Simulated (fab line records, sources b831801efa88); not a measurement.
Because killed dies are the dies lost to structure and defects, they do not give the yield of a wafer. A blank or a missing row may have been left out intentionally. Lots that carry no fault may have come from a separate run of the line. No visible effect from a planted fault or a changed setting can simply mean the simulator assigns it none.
fab line records | flow sky130
[record] lots = 7 | wafers = 21 | last_day = 50
route steps=708 shown VIA4@640 PAD_OPEN@708
lots untouched by any fault: they come from a run of this same line in which no faults occurred
start_h: start of the lot's first displayed wafer, in hours after the record's first day | wait_h: time in hours since the lot's previous step | " the same as in the row above | L1.1+2: several wafers, shown together as one row | - no value present, or no start provided | * or withheld: withheld | < > ~ a bound
route shown NAME@n: NAME is a module with steps in the file, n the number in the route of the first one | usual: mean and standard deviation over wafers with no fault | same: alike in all rows | chamber/n: place in a boat | sites: each site's reading | _std_site: how widely they spread, as a standard deviation | _edge_site: inner sites' mean taken away from outer sites' mean | radius_mm: how far each site lies from the wafer's centre | mask NAME#n: copy n | behind: tool/chamber where the wafer was last shaped | hold: the reason the lot was held/the length of the hold in hours/how it ended | device: transistor that didn't switch, given as n, p or np | end of line: the route-end tests of the same wafers | a step with no rows: only its recipe | killed: count of dies lost to structure and defects at first sort (not the wafer's yield) | map: a wafer's dies, x killed, . not, _ none there
set.NAME: the setting the step ran with; set.NAME@STEP: the setting that earlier step ran with | model.NAME: the simulator's own value behind a step, which no gauge read
lots at selected steps of the route; one table per step, one row per wafer
services: the hour from which a tool's chamber was out of use, counted from the record's first day as start_h (under 0 if before that day), plus the number of hours and why
[[steps]]
[step SKY_VIA4_THK_MEAS_01]
[recipe] reads = SiO2_of_VIA4_HDPCVD_00
[usual] VIA4_HDPCVD_THK = 1745/15
lot.wafer | tool          | chamber | start_h | wait_h | VIA4_HDPCVD_THK[nm]
L708.2    | film_metro-02 | -       | 1043.90 | 0.1    | 1748
L708.3    | "             | -       | "       | "      | 1752
L708.5    | "             | -       | "       | "      | 1751
L709.2    | film_metro-01 | -       | 1049.90 | 0.2    | 1735
L709.3    | "             | -       | "       | "      | 1745
L709.6    | "             | -       | "       | "      | 1766
L710.1    | film_metro-01 | -       | 1056.33 | 0.2    | 1748
L710.4    | "             | -       | "       | "      | 1725
L710.6    | "             | -       | "       | "      | 1750
L716.1    | film_metro-04 | -       | 1089.32 | 0.1    | 1740
L716.3    | "             | -       | "       | "      | 1748
L716.4    | "             | -       | "       | "      | 1751
L717.1    | film_metro-04 | -       | 1103.07 | 0.1    | 1740
L717.3    | "             | -       | "       | "      | 1738
L717.5    | "             | -       | "       | "      | 1731
L718.2    | film_metro-01 | -       | 1103.66 | 0.1    | 1742
L718.3    | "             | -       | "       | "      | 1726
L718.6    | "             | -       | "       | "      | 1753
L723.2    | film_metro-01 | -       | 1130.84 | 0.1    | 1741
L723.5    | "             | -       | "       | "      | 1738
L723.6    | "             | -       | "       | "      | 1742
[step SKY_VIA4_CMP_02]
[recipe] material = SiO2 | down_force_psi = 4 | platen_rpm = 60 | pad_velocity_m_s = 0.94248
[usual] motor_current_A = 12.7/1.2
lot.wafer | tool   | chamber | start_h | wait_h | motor_current_A
L708.2    | cmp-02 | 2       | 1044.00 | 0.1    | 12.4
L708.3    | "      | 0       | "       | "      | 10.9
L708.5    | "      | 2       | "       | "      | 13.0
L709.2    | cmp-02 | 1       | 1049.95 | 0.0    | 13.4
L709.3    | "      | 0       | "       | "      | 10.6
L709.6    | "      | 1       | "       | "      | 13.9
L710.1    | cmp-02 | 2       | 1056.39 | 0.1    | 12.9
L710.4    | "      | 1       | "       | "      | 12.9
L710.6    | "      | 2       | "       | "      | 12.1
L716.4    | cmp-02 | 2       | 1089.38 | 0.0    | 12.5
L716.3    | "      | 3       | "       | "      | 12.4
L716.1    | "      | 0       | "       | "      | 11.0
L717.3    | cmp-01 | 0       | 1103.18 | 0.1    | 11.6
L717.1    | "      | 1       | "       | "      | 12.1
L717.5    | "      | 3       | "       | "      | 12.9
L718.3    | cmp-02 | 2       | 1103.71 | 0.0    | 12.6
L718.2    | "      | 1       | "       | "      | 13.6
L718.6    | "      | 3       | "       | "      | 12.2
L723.2    | cmp-01 | 3       | 1130.89 | 0.0    | 13.4
L723.6    | "      | 3       | "       | "      | 13.1
L723.5    | "      | 0       | "       | "      | 11.5
[step SKY_VIA4_BOW_MEAS_03]
[recipe] mode = bow
[usual] VIA4_BOW = 78/7.3
lot.wafer | tool          | chamber | start_h | wait_h | VIA4_BOW[um]
L708.2    | film_metro-01 | -       | 1044.27 | 0.2    | 79
L708.3    | "             | -       | "       | "      | 82
L708.5    | "             | -       | "       | "      | 79
L709.2    | film_metro-01 | -       | 1050.27 | 0.3    | 75
L709.3    | "             | -       | "       | "      | 84
L709.6    | "             | -       | "       | "      | 90
L710.1    | film_metro-01 | -       | 1056.69 | 0.2    | 83
L710.4    | "             | -       | "       | "      | 78
L710.6    | "             | -       | "       | "      | 64
L716.1    | film_metro-02 | -       | 1089.68 | 0.1    | 84
L716.3    | "             | -       | "       | "      | 73
L716.4    | "             | -       | "       | "      | 78
L717.1    | film_metro-04 | -       | 1103.43 | 0.1    | 87
L717.3    | "             | -       | "       | "      | 78
L717.5    | "             | -       | "       | "      | 95
L718.2    | film_metro-01 | -       | 1104.03 | 0.1    | 79
L718.3    | "             | -       | "       | "      | 74
L718.6    | "             | -       | "       | "      | 69
L723.2    | film_metro-02 | -       | 1131.21 | 0.3    | 78
L723.5    | "             | -       | "       | "      | 65
L723.6    | "             | -       | "       | "      | 77
[step SKY_VIA4_DEHYDRATE_04]
[recipe] temp_c = 200 | time_s = 60
[step SKY_VIA4_HMDS_05]
[recipe] prime_time_s = 60 | prime_temp_c = 120
[step SKY_VIA4_COAT_06]
[recipe] resist = NOVOLAK | spin_rpm = 3000 | resist_thk_nm = 1140
[step SKY_VIA4_SOFTBAKE_07]
[recipe] temp_c = 90 | time_s = 60 | resist = NOVOLAK
[step SKY_VIA4_EXPOSE_08]
[recipe] mask_id = VIM4 | na = 0.6 | source_shape = conventional | sigma_outer = 0.6 | polarization = unpolarized | target_cd_nm = 800 | dose_mj = 132
[step SKY_VIA4_PEB_09]
[recipe] temp_c = withheld | time_s = * | resist = NOVOLAK
[step SKY_VIA4_DEVELOP_10]
[recipe] resist = NOVOLAK | developer = TMAH | develop_time_s = 60 | dev_temp_c = 23
[step SKY_VIA4_OVL_MEAS_11]
[usual] VIA4_OVL = -0.7/1.3
lot.wafer | tool       | chamber | start_h | wait_h | VIA4_OVL[nm]
L708.2    | overlay-01 | -       | 1065.80 | 0.1    | 0.0
L708.3    | "          | -       | "       | "      | 0.1
L708.5    | "          | -       | "       | "      | 1.7
L709.2    | overlay-02 | -       | 1071.95 | 0.1    | -0.8
L709.3    | "          | -       | "       | "      | -1.4
L709.6    | "          | -       | "       | "      | -0.7
L710.1    | overlay-02 | -       | 1077.99 | 0.1    | 1.0
L710.4    | "          | -       | "       | "      | 1.9
L710.6    | "          | -       | "       | "      | -0.2
L716.1    | overlay-01 | -       | 1109.23 | 0.1    | -1.5
L716.3    | "          | -       | "       | "      | -2.1
L716.4    | "          | -       | "       | "      | -1.5
L717.1    | overlay-01 | -       | 1122.79 | 0.1    | -1.2
L717.3    | "          | -       | "       | "      | -0.7
L717.5    | "          | -       | "       | "      | -0.9
L718.2    | overlay-02 | -       | 1123.45 | 0.1    | 0.6
L718.3    | "          | -       | "       | "      | 0.3
L718.6    | "          | -       | "       | "      | -1.2
L723.2    | overlay-02 | -       | 1149.45 | 0.1    | -1.8
L723.5    | "          | -       | "       | "      | -2.9
L723.6    | "          | -       | "       | "      | -2.1
[step SKY_VIA4_ETCH_12]
[recipe] target = SiO2 | chemistry = C4F8/O2/Ar | stop_on = TiN | mask_material = NOVOLAK | source_w = 1500 | bias_w = 1200 | pressure_mtorr = 40 | c4f8_flow_sccm = withheld | O2_flow_sccm = 6 | Ar_flow_sccm = 300 | time_s = withheld | target_depth_a = 5800
[usual] oes_product_au = 0.925/0.0044
lot.wafer | tool        | chamber | start_h | wait_h | oes_product_au
L708.2    | rie_diel-02 | 0       | 1065.83 | 0.0    | 0.926
L708.3    | "           | 1       | "       | "      | 0.919
L708.5    | "           | 3       | "       | "      | 0.923
L709.2    | rie_diel-02 | 1       | 1071.98 | 0.0    | 0.923
L709.3    | "           | 3       | "       | "      | 0.930
L709.6    | "           | 0       | "       | "      | 0.928
L710.1    | rie_diel-03 | 0       | 1078.03 | 0.0    | 0.927
L710.4    | "           | 3       | "       | "      | 0.919
L710.6    | "           | 2       | "       | "      | 0.924
L716.1    | rie_diel-02 | 1       | 1109.27 | 0.0    | 0.926
L716.3    | "           | 2       | "       | "      | 0.924
L716.4    | "           | 3       | "       | "      | 0.922
L717.1    | rie_diel-01 | 1       | 1122.83 | 0.0    | 0.926
L717.3    | "           | 2       | "       | "      | 0.920
L717.5    | "           | 1       | "       | "      | 0.927
L718.2    | rie_diel-02 | 2       | 1123.48 | 0.0    | 0.920
L718.3    | "           | 0       | "       | "      | 0.936
L718.6    | "           | 3       | "       | "      | 0.930
L723.2    | rie_diel-03 | 3       | 1149.48 | 0.0    | 0.923
L723.5    | "           | 2       | "       | "      | 0.929
L723.6    | "           | 3       | "       | "      | 0.933
[step SKY_VIA4_STRIP_13]
[recipe] chemistry = O2/N2 | power_w = 1400 | pressure_mtorr = 1500 | platen_temp_c = withheld | o2_flow_sccm = 3000 | n2_flow_sccm = 300 | overash_fraction = 0.5
[usual] chamber_pressure_mTorr = 1499.7/1.4 | drypump_motor_current_A = 5.9/0.38 | oes_product_au = 0.709/0.0041 | strip_time_to_endpoint_s = 12.80/0.031
lot.wafer | tool            | chamber | start_h | wait_h | chamber_pressure_mTorr | drypump_motor_current_A | oes_product_au | rf_hours_counter_h | strip_time_to_endpoint_s | model.NOVOLAK_of_VIA4_COAT_06.thk_nm
L708.2    | plasma_asher-02 | 0       | 1065.90 | -      | 1500.2                 | 6.6                     | 0.713          | 62                 | 12.83                    | 0
L708.3    | "               | 0       | "       | "      | 1499.7                 | 6.6                     | 0.712          | -                  | 12.83                    | 0
L708.5    | "               | 1       | "       | "      | 1500.7                 | 6.1                     | 0.710          | -                  | 12.79                    | 0
L709.2    | plasma_asher-03 | 0       | 1072.05 | -      | 1498.1                 | 5.6                     | 0.706          | 96                 | 12.77                    | 0
L709.3    | "               | 1       | "       | "      | 1499.0                 | 5.5                     | 0.724          | -                  | 12.82                    | 0
L709.6    | "               | 1       | "       | "      | 1498.1                 | 5.5                     | 0.703          | -                  | 12.80                    | 0
L710.1    | plasma_asher-01 | 0       | 1078.10 | -      | 1501.6                 | 5.8                     | 0.706          | 32                 | 12.78                    | 0
L710.4    | "               | 0       | "       | "      | 1501.6                 | 5.8                     | 0.705          | -                  | 12.82                    | 0
L710.6    | "               | 0       | "       | "      | 1498.9                 | 5.8                     | 0.710          | -                  | 12.82                    | 0
L716.1    | plasma_asher-02 | 1       | 1109.34 | -      | -                      | -                       | -              | -                  | -                        | 1004
L716.3    | "               | 1       | "       | "      | -                      | -                       | -              | -                  | -                        | 1011
L716.4    | "               | 0       | "       | "      | -                      | -                       | -              | -                  | -                        | 1012
L717.1    | plasma_asher-02 | 1       | 1122.90 | -      | -                      | -                       | -              | -                  | -                        | 1010
L717.3    | "               | 1       | "       | "      | -                      | -                       | -              | -                  | -                        | 1011
L717.5    | "               | 1       | "       | "      | -                      | -                       | -              | -                  | -                        | 1013
L718.2    | plasma_asher-01 | 0       | 1123.55 | -      | -                      | -                       | -              | -                  | -                        | 1003
L718.3    | "               | 0       | "       | "      | -                      | -                       | -              | -                  | -                        | 999.4
L718.6    | "               | 0       | "       | "      | -                      | -                       | -              | -                  | -                        | 1006
L723.2    | plasma_asher-02 | 0       | 1149.55 | -      | 1500.5                 | 6.6                     | 0.713          | 70                 | 12.79                    | 0
L723.5    | "               | 0       | "       | "      | 1499.3                 | 6.6                     | 0.716          | -                  | 12.81                    | 0
L723.6    | "               | 1       | "       | "      | 1499.9                 | 6.1                     | 0.712          | -                  | 12.77                    | 0
[step SKY_VIA4_STRIP_14]
[recipe] chemistry = post_etch_residue_remover | time_s = 1200 | temp_c = 72.5
[step SKY_PAD_OPEN_PROBE_99]
[usual] defect_limited_yield = 82.9/2 | killed_at_M0_to_M3 = 42/7.6 | killed_at_M4_up = 2.9/1.7 | killed_at_contacts = 24/5.1 | killed_at_front_end = 15/4 | killed_dies = 84/9.9 | killed_on_rim = 16/4 | killed_open = 46/7.2 | killed_short = 38/6.6 | sort_bin_3_pad_short = 0.9/0.38 | sort_bin_5_function = 10.2/1.5 | sort_bin_6_memory = 6.0/1 | sort_n_pass = 408/9.9 | sort_yield_pct = 82.9/2
[same] gross_dies = 492 | killed_at_back_side = 0 | killed_at_other = 0 | sort_bin_4_leakage[%] = 0 | sort_bin_8_speed[%] = 0
lot.wafer | tool      | chamber | start_h | wait_h | defect_limited_yield[%] | killed_at_M0_to_M3 | killed_at_M4_up | killed_at_contacts | killed_at_front_end | killed_dies | killed_on_rim | killed_open | killed_short | sort_bin_3_pad_short[%] | sort_bin_5_function[%] | sort_bin_6_memory[%] | sort_n_pass | sort_yield_pct[%]
L708.2    | prober-02 | -       | 1131.11 | 0.1    | 82.1                    | 48                 | 5               | 23                 | 12                  | 88          | 19            | 52          | 36           | 1.0                     | 10.6                   | 6.3                  | 404         | 82.1
L708.3    | prober-02 | -       | 1131.16 | 0.2    | 84.8                    | 39                 | 3               | 20                 | 13                  | 75          | 12            | 38          | 37           | 0.4                     | 8.7                    | 6.1                  | 417         | 84.8
L708.5    | prober-02 | -       | 1131.26 | 0.2    | 84.3                    | 44                 | 2               | 15                 | 16                  | 77          | 16            | 46          | 31           | 0.8                     | 9.1                    | 5.7                  | 415         | 84.3
L709.2    | prober-01 | -       | 1135.87 | 0.1    | 86.2                    | 31                 | 2               | 22                 | 13                  | 68          | 16            | 39          | 29           | 0.6                     | 8.9                    | 4.3                  | 424         | 86.2
L709.3    | prober-01 | -       | 1135.92 | 0.2    | 82.5                    | 55                 | 2               | 17                 | 12                  | 86          | 19            | 44          | 42           | 1.0                     | 10.6                   | 5.9                  | 406         | 82.5
L709.6    | prober-01 | -       | 1136.07 | 0.2    | 84.3                    | 30                 | 2               | 28                 | 17                  | 77          | 11            | 34          | 43           | 1.4                     | 8.7                    | 5.5                  | 415         | 84.3
L710.1    | prober-02 | -       | 1141.91 | 0.1    | 81.5                    | 50                 | 5               | 26                 | 10                  | 91          | 12            | 53          | 38           | 0.8                     | 10.6                   | 7.1                  | 401         | 81.5
L710.4    | prober-02 | -       | 1142.06 | 0.2    | 86.0                    | 40                 | 3               | 14                 | 12                  | 69          | 15            | 30          | 39           | 0.2                     | 8.5                    | 5.3                  | 423         | 86.0
L710.6    | prober-02 | -       | 1142.16 | 0.2    | 82.9                    | 41                 | 5               | 24                 | 14                  | 84          | 20            | 44          | 40           | 0.8                     | 10.0                   | 6.3                  | 408         | 82.9
L716.1    | prober-02 | -       | 1169.45 | 0.1    | 0.2                     | 14                 | 471             | 2                  | 4                   | 491         | 96            | 14          | 6            | 22.0                    | 75.8                   | 2.0                  | 1           | 0.2
L716.3    | prober-02 | -       | 1169.55 | 0.2    | 0.2                     | 9                  | 475             | 4                  | 3                   | 491         | 96            | 13          | 4            | 24.2                    | 73.0                   | 2.6                  | 1           | 0.2
L716.4    | prober-02 | -       | 1169.60 | 0.2    | 0.2                     | 11                 | 471             | 5                  | 4                   | 491         | 96            | 10          | 11           | 25.6                    | 70.9                   | 3.3                  | 1           | 0.2
L717.1    | prober-01 | -       | 1181.30 | 0.1    | 0.2                     | 5                  | 480             | 4                  | 2                   | 491         | 96            | 6           | 6            | 27.6                    | 68.3                   | 3.9                  | 1           | 0.2
L717.3    | prober-01 | -       | 1181.40 | 0.2    | 0.4                     | 13                 | 469             | 4                  | 4                   | 490         | 96            | 14          | 7            | 27.4                    | 69.3                   | 2.8                  | 2           | 0.4
L717.5    | prober-01 | -       | 1181.50 | 0.2    | 0.6                     | 3                  | 481             | 4                  | 1                   | 489         | 96            | 5           | 4            | 24.6                    | 72.0                   | 2.8                  | 3           | 0.6
L718.2    | prober-02 | -       | 1182.35 | 0.1    | 0.2                     | 6                  | 472             | 8                  | 5                   | 491         | 96            | 10          | 10           | 25.2                    | 69.9                   | 4.7                  | 1           | 0.2
L718.3    | prober-02 | -       | 1182.40 | 0.2    | 0.6                     | 7                  | 475             | 3                  | 4                   | 489         | 96            | 6           | 9            | 23.4                    | 73.6                   | 2.4                  | 3           | 0.6
L718.6    | prober-02 | -       | 1182.55 | 0.2    | 0.2                     | 4                  | 481             | 3                  | 3                   | 491         | 96            | 6           | 4            | 26.6                    | 71.5                   | 1.6                  | 1           | 0.2
L723.2    | prober-01 | -       | 1203.91 | 0.1    | 82.9                    | 50                 | 0               | 21                 | 13                  | 84          | 15            | 46          | 38           | 1.4                     | 8.9                    | 6.7                  | 408         | 82.9
L723.5    | prober-01 | -       | 1204.06 | 0.2    | 85.4                    | 33                 | 2               | 26                 | 11                  | 72          | 11            | 40          | 32           | 0.8                     | 7.7                    | 6.1                  | 420         | 85.4
L723.6    | prober-01 | -       | 1204.11 | 0.2    | 84.6                    | 43                 | 4               | 17                 | 12                  | 76          | 13            | 36          | 40           | 0.6                     | 9.1                    | 5.7                  | 416         | 84.6
// killed by level:class
L708.2 CONTACT:geometric_particle:open=13 VIA1:geometric_particle:open=11 VIA2:geometric_particle:open=9 VIA3:geometric_particle:open=8 CONTACT:geometric_particle:short=7 METAL2:geometric_particle:short=6 POLY_GATE:geometric_particle:short=4 METAL4:geometric_particle:short=4
L708.3 VIA1:geometric_particle:open=12 CONTACT:geometric_particle:open=7 METAL1:geometric_particle:short=7 VIA2:geometric_particle:open=6 FIELD_ISO:geometric_particle:short=5 LI_CONTACT:geometric_particle:open=4 CONTACT:geometric_particle:short=4 VIA1:geometric_particle:short=4
L708.5 VIA1:geometric_particle:open=14 VIA3:geometric_particle:open=7 VIA2:geometric_particle:short=6 FIELD_ISO:geometric_particle:open=5 LOCAL_INTERCONNECT:geometric_particle:short=5 CONTACT:geometric_particle:open=5 VIA2:geometric_particle:open=5 POLY_GATE:geometric_particle:short=4
L709.2 CONTACT:geometric_particle:open=8 LI_CONTACT:geometric_particle:open=7 VIA1:geometric_particle:open=6 METAL2:geometric_particle:short=5 VIA2:geometric_particle:open=4 VIA3:geometric_particle:open=4 POLY_GATE:geometric_particle:short=3 POLY_GATE:geometric_particle:open=3
L709.3 VIA3:geometric_particle:open=9 VIA1:geometric_particle:open=9 VIA2:geometric_particle:open=7 LOCAL_INTERCONNECT:geometric_particle:short=5 VIA1:geometric_particle:short=5 CONTACT:geometric_particle:open=5 METAL1:geometric_particle:short=5 METAL2:geometric_particle:short=5
L709.6 CONTACT:geometric_particle:short=10 POLY_GATE:geometric_particle:short=7 LI_CONTACT:geometric_particle:open=7 CONTACT:geometric_particle:open=6 VIA1:geometric_particle:open=5 METAL1:geometric_particle:short=4 VIA1:geometric_particle:short=4 METAL3:geometric_particle:short=4
L710.1 VIA1:geometric_particle:open=16 CONTACT:geometric_particle:open=10 VIA2:geometric_particle:open=9 LI_CONTACT:geometric_particle:open=8 VIA1:geometric_particle:short=5 METAL2:geometric_particle:short=5 FIELD_ISO:geometric_particle:short=4 METAL1:geometric_particle:short=4
L710.4 METAL1:geometric_particle:short=11 POLY_GATE:geometric_particle:short=5 CONTACT:geometric_particle:open=5 VIA2:geometric_particle:open=5 VIA3:geometric_particle:open=5 VIA1:geometric_particle:short=4 VIA1:geometric_particle:open=4 METAL2:geometric_particle:short=4
L710.6 VIA1:geometric_particle:open=11 CONTACT:geometric_particle:open=8 LI_CONTACT:geometric_particle:open=6 POLY_GATE:geometric_particle:short=5 VIA1:geometric_particle:short=5 FIELD_ISO:geometric_particle:open=4 LOCAL_INTERCONNECT:geometric_particle:short=4 CONTACT:geometric_particle:short=4
L716.1 VIA4:plasma_strip_residue=471 VIA1:geometric_particle:open=5 VIA3:geometric_particle:open=3 POLY_GATE:geometric_particle:short=2 VIA2:geometric_particle:open=2 METAL2:geometric_particle:open=2 SPACER:geometric_particle:open=1 SPACER:geometric_particle:short=1
L716.3 VIA4:plasma_strip_residue=474 VIA1:geometric_particle:open=3 VIA2:geometric_particle:open=3 LI_CONTACT:geometric_particle:open=2 VIA3:geometric_particle:open=2 FIELD_ISO:geometric_particle:short=1 FIELD_ISO:geometric_particle:open=1 SPACER:geometric_particle:open=1
L716.4 VIA4:plasma_strip_residue=470 VIA1:geometric_particle:open=4 FIELD_ISO:geometric_particle:short=2 LI_CONTACT:geometric_particle:short=2 VIA2:geometric_particle:open=2 POLY_GATE:geometric_particle:short=1 SPACER:geometric_particle:open=1 LI_CONTACT:geometric_particle:open=1
L717.1 VIA4:plasma_strip_residue=479 CONTACT:geometric_particle:open=3 VIA3:geometric_particle:open=2 FIELD_ISO:geometric_particle:open=1 POLY_GATE:geometric_particle:short=1 CONTACT:geometric_particle:short=1 VIA1:geometric_particle:short=1 METAL2:geometric_particle:short=1
L717.3 VIA4:plasma_strip_residue=469 VIA1:geometric_particle:open=5 CONTACT:geometric_particle:open=4 METAL1:geometric_particle:short=4 FIELD_ISO:geometric_particle:open=3 VIA3:geometric_particle:open=2 FIELD_ISO:geometric_particle:short=1 VIA3:geometric_particle:short=1
L717.5 VIA4:plasma_strip_residue=480 METAL1:geometric_particle:short=2 CONTACT:geometric_particle:open=2 FIELD_ISO:geometric_particle:short=1 LI_CONTACT:geometric_particle:open=1 LOCAL_INTERCONNECT:geometric_particle:open=1 VIA3:geometric_particle:open=1 METAL4:geometric_particle:short=1
L718.2 VIA4:plasma_strip_residue=471 CONTACT:geometric_particle:open=4 METAL1:geometric_particle:short=4 FIELD_ISO:geometric_particle:open=2 CONTACT:geometric_particle:short=2 FIELD_ISO:geometric_particle:short=1 POLY_GATE:geometric_particle:open=1 POLY_CUT:geometric_particle:short=1
L718.3 VIA4:plasma_strip_residue=474 VIA3:geometric_particle:short=2 METAL2:geometric_particle:short=2 POLY_GATE:geometric_particle:short=1 POLY_GATE:geometric_particle:open=1 VIA1:geometric_particle:open=1 SPACER:geometric_particle:short=1 SPACER:geometric_particle:open=1
L718.6 VIA4:plasma_strip_residue=481 METAL1:geometric_particle:short=2 GATE_OXIDE:geometric_particle:open=1 POLY_GATE:geometric_particle:open=1 SPACER:geometric_particle:open=1 LI_CONTACT:geometric_particle:open=1 LOCAL_INTERCONNECT:geometric_particle:short=1 CONTACT:geometric_particle:open=1
L723.2 VIA1:geometric_particle:open=15 METAL1:geometric_particle:short=8 LI_CONTACT:geometric_particle:open=6 METAL2:geometric_particle:short=6 VIA2:geometric_particle:open=6 FIELD_ISO:geometric_particle:open=5 LOCAL_INTERCONNECT:geometric_particle:short=5 VIA3:geometric_particle:open=5
L723.5 VIA1:geometric_particle:open=8 LI_CONTACT:geometric_particle:open=7 CONTACT:geometric_particle:open=7 LOCAL_INTERCONNECT:geometric_particle:short=6 VIA2:geometric_particle:open=5 VIA3:geometric_particle:open=5 POLY_GATE:geometric_particle:open=4 POLY_GATE:geometric_particle:short=4
L723.6 VIA1:geometric_particle:open=10 METAL1:geometric_particle:short=7 LI_CONTACT:geometric_particle:open=6 VIA1:geometric_particle:short=6 VIA2:geometric_particle:short=6 CONTACT:geometric_particle:open=5 LOCAL_INTERCONNECT:geometric_particle:short=4 METAL2:geometric_particle:short=4
// map L716.1 (x killed, . not)
__________xxxxxxxxxx_________
________xxxxxxxxxxxxxx_______
______xxxxxxxxxxxxxxxxxx_____
_____xxxxxxxxxxxxxxxx.xxx____
____xxxxxxxxxxxxxxxxxxxxxx___
___xxxxxxxxxxxxxxxxxxxxxxxx__
__xxxxxxxxxxxxxxxxxxxxxxxxxx_
_xxxxxxxxxxxxxxxxxxxxxxxxxxxx
_xxxxxxxxxxxxxxxxxxxxxxxxxxxx
_xxxxxxxxxxxxxxxxxxxxxxxxxxxx
_xxxxxxxxxxxxxxxxxxxxxxxxxxxx
_xxxxxxxxxxxxxxxxxxxxxxxxxxxx
_xxxxxxxxxxxxxxxxxxxxxxxxxxxx
_xxxxxxxxxxxxxxxxxxxxxxxxxxxx
_xxxxxxxxxxxxxxxxxxxxxxxxxxxx
__xxxxxxxxxxxxxxxxxxxxxxxxxx_
___xxxxxxxxxxxxxxxxxxxxxxxx__
____xxxxxxxxxxxxxxxxxxxxxx___
_____xxxxxxxxxxxxxxxxxxxx____
______xxxxxxxxxxxxxxxxxx_____
________xxxxxxxxxxxxxx_______
__________xxxxxxxxxx_________
// map L717.1 (x killed, . not)
__________xxxxxxxxxx_________
________xxxxxxxxxxxxxx_______
______xxxxxxxxxxxxxxxxxx_____
_____xxxxxxxxxxxxxxxxxxxx____
____xxxxxxxxxxxxxxxxxxxxxx___
___xxxxxxxxxxxxxxxxxxxxxxxx__
__xxxxxxxxxxxxxxxxxxxxxxxxxx_
_xxxxxxxxxxxxxxxxxxxxxxxxxxxx
_xxxxxxxxxxxxxxxxxxxxxxxxxxxx
_xxxxxxxxxxxxxxxxxxxxxxxxxxxx
_xxxxxxxxxxxxxxxxxxxxxxxx.xxx
_xxxxxxxxxxxxxxxxxxxxxxxxxxxx
_xxxxxxxxxxxxxxxxxxxxxxxxxxxx
_xxxxxxxxxxxxxxxxxxxxxxxxxxxx
_xxxxxxxxxxxxxxxxxxxxxxxxxxxx
__xxxxxxxxxxxxxxxxxxxxxxxxxx_
___xxxxxxxxxxxxxxxxxxxxxxxx__
____xxxxxxxxxxxxxxxxxxxxxx___
_____xxxxxxxxxxxxxxxxxxxx____
______xxxxxxxxxxxxxxxxxx_____
________xxxxxxxxxxxxxx_______
__________xxxxxxxxxx_________
[[services]]
tool            | chamber | start_h | hours | kind
rie_diel-02     | 2       | 1046.76 | 4.1   | repair
cmp-01          | -       | 1047.38 | 3.3   | repair
rie_diel-02     | 2       | 1057.46 | 16.1  | repair
cmp-01          | -       | 1060.56 | 1.1   | repair
plasma_asher-01 | -       | 1064.87 | 1.6   | repair
rie_diel-03     | 2       | 1081.07 | 3.4   | repair
cmp-01          | -       | 1084.00 | 4.0   | pm
rie_diel-03     | 3       | 1084.27 | 4.8   | repair
cmp-01          | -       | 1088.00 | -     | consumable_replace:conditioner
cmp-01          | -       | 1088.00 | -     | consumable_replace:pad
rie_diel-02     | 0       | 1094.13 | 16.7  | repair
plasma_asher-02 | -       | 1095.07 | 1.7   | repair
plasma_asher-02 | -       | 1101.59 | 6.3   | repair
plasma_asher-03 | -       | 1110.73 | 1.4   | repair
plasma_asher-01 | -       | 1112.17 | 6.4   | repair
rie_diel-01     | 0       | 1118.35 | 22.2  | repair
rie_diel-03     | 2       | 1118.41 | 3.8   | repair
rie_diel-02     | 2       | 1129.38 | 8.3   | repair
cmp-02          | -       | 1133.05 | 1.6   | repair
rie_diel-01     | 3       | 1133.19 | 7.8   | repair
rie_diel-01     | -       | 1143.14 | 1.1   | repair
[[key]]
[first_sign] step = SKY_VIA4_STRIP_13 | reading = tool_record | direction = missing
[effect] step = SKY_PAD_OPEN_PROBE_99 | reading = killed_at_M4_up | direction = up | sigmas = 99+ | usual = 2.9 | struck = 475
[model_effect] step = SKY_VIA4_STRIP_13 | value = NOVOLAK_of_VIA4_COAT_06.thk_nm | without = 0 | struck = 1008
met_at SKY_VIA4_STRIP_13
struck_wafers L716.1,L716.3,L716.4,L717.1,L717.3,L717.5,L718.2,L718.3,L718.6
later_rows_left_out L716.1,L716.3,L716.4,L717.1,L717.3,L717.5,L718.2,L718.3,L718.6
onset_between 1078.10 1109.34
[fault] kind = skipped_step_whole | tool = plasma_asher-01,plasma_asher-02 | chamber = - | onset_h = 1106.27 | steps = SKY_VIA4_STRIP_13 | scope = struck_lots_only
// later_rows_left_out: the simulator's readings of these wafers behind a module that went badly wrong aren't trusted and aren't shown, but for the sort
